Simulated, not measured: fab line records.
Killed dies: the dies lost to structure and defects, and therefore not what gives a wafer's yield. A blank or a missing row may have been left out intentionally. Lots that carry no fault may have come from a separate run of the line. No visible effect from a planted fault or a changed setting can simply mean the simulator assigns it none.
Code-filled problem report in 8D (eight disciplines) form / flow sfqLine / the parts of the form that need people (team, actions taken, sign-off) are left out

1. THE ISSUE
cathodeDcPowerW at SFQ_TRILAYER_JJ_TRILAYER_DEP_SPUTTER_109 reads a mean of 2543.6 W on 2 wafers of 2 lots; wafers without a fault read 2000.0 W with a standard deviation of 0.38. So: +99 or more standard deviations from the usual mean.
The step: material Nb, target thk 150 nm, time 100 s.
First observed at day 63 07:43: wafer L481.6, on pvdSputter-03. At this step, 18 wafers from 6 lots have a number in the record. The rule behind "out" and "out of limits": a value lying over 4 standard deviations away from the usual mean. The rest of the wafers with a number are treated as sound.

2. WHAT IT IS, WHAT IT ISN'T
question=which readings at this step | is=cathodeDcPowerW | is not=throttleValvePct
question=which lots | is=L481, L482 | is not=L474, L476, L480, L484
question=which wafers of those lots | is=L481.6, L482.4 | is not=L481.2, L481.5, L482.2, L482.6
question=read on which tools | is=pvdSputter-03 | is not=pvdSputter-04, pvdSputter-05
question=when | is=from day 63 07:43 | is not=up to then (11 sound wafers); but 5 sound wafers of L482, L484 came after

3. THE SUSPECTS, EACH WITH WHAT RULES IT OUT
Counting: if a tool at a process step up to the reading ran every lot that is out, it stays a suspect. Sound lots after the first of them don't rule it out here, since some wafers of a struck lot are sound.
- rieDiel-02 at SFQ_TRILAYER_I4_VIA_ETCH_VIA_ETCH_106 (etches SiO2 in CHF3, stops on Nb, target depth 260 nm): kept. Ran every lot that is out, first one L481 (day 63 06:46); last sound lot up to then L476 (day 62 19:58).
- pvdSputter-03 at SFQ_TRILAYER_JJ_TRILAYER_DEP_SPUTTER_109 (material Nb, target thk 150 nm, time 100 s): kept. Ran every lot that is out, first one L481 (day 63 07:43); last sound lot up to then L474 (day 62 14:29). Out on those wafers are its own readings of cathodeDcPowerW.
Remaining after the count are rieDiel-02 at SFQ_TRILAYER_I4_VIA_ETCH_VIA_ETCH_106 and pvdSputter-03 at SFQ_TRILAYER_JJ_TRILAYER_DEP_SPUTTER_109.

4. THE CAUSE (what the simulator had put in)
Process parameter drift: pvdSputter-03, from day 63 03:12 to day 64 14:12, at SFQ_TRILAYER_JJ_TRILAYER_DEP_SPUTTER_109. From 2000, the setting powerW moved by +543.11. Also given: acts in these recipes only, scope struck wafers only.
Counting leaves 2 suspects; this tool is one of them.

5. THE EFFECT CHAIN, in route order
Rows list readings where the struck wafers' mean (over those with a number) sits beyond 3 standard deviations from the usual. Only readings for which the record gives a usual standard deviation are gone through. hours: the time from each lot's start at the first step in this table that gives one to its start at this step, as a median over the lots. sigmas: the change in usual standard deviations.
hours=0; step=SFQ_TRILAYER_JJ_TRILAYER_DEP_SPUTTER_109; reading=cathodeDcPowerW; usual=2000.0 W; on struck wafers=2543.6; change=+543.6; sigmas=+99 or more
hours=130; step=SFQ_TRILAYER_M5_ETCH_METAL_ETCH_126; reading=oesProductAu; usual=0.729 a.u.; on struck wafers=0.828; change=+0.099; sigmas=+17
The process steps in it:
- SFQ_TRILAYER_JJ_TRILAYER_DEP_SPUTTER_109: material Nb, target thk 150 nm, time 100 s.
- SFQ_TRILAYER_M5_ETCH_METAL_ETCH_126: etches Nb in Cl2/BCl3, stops on SiO2, time 203.2 s, target depth 265 nm.
Later measuring or inspecting steps at which every struck wafer that the step has a row for has a number for every such reading, and none has moved that far: SFQ_JJ_RS_MEAS_929, SFQ_JJ_OVL_MEAS_931, SFQ_M5_OVL_MEAS_932, SFQ_M8_BOW_MEAS_951.

6. WHAT WOULD HAVE CAUGHT IT SOONER
First out-of-limits reading in this record: day 63 07:43, which is 5 hours after fault onset at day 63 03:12.
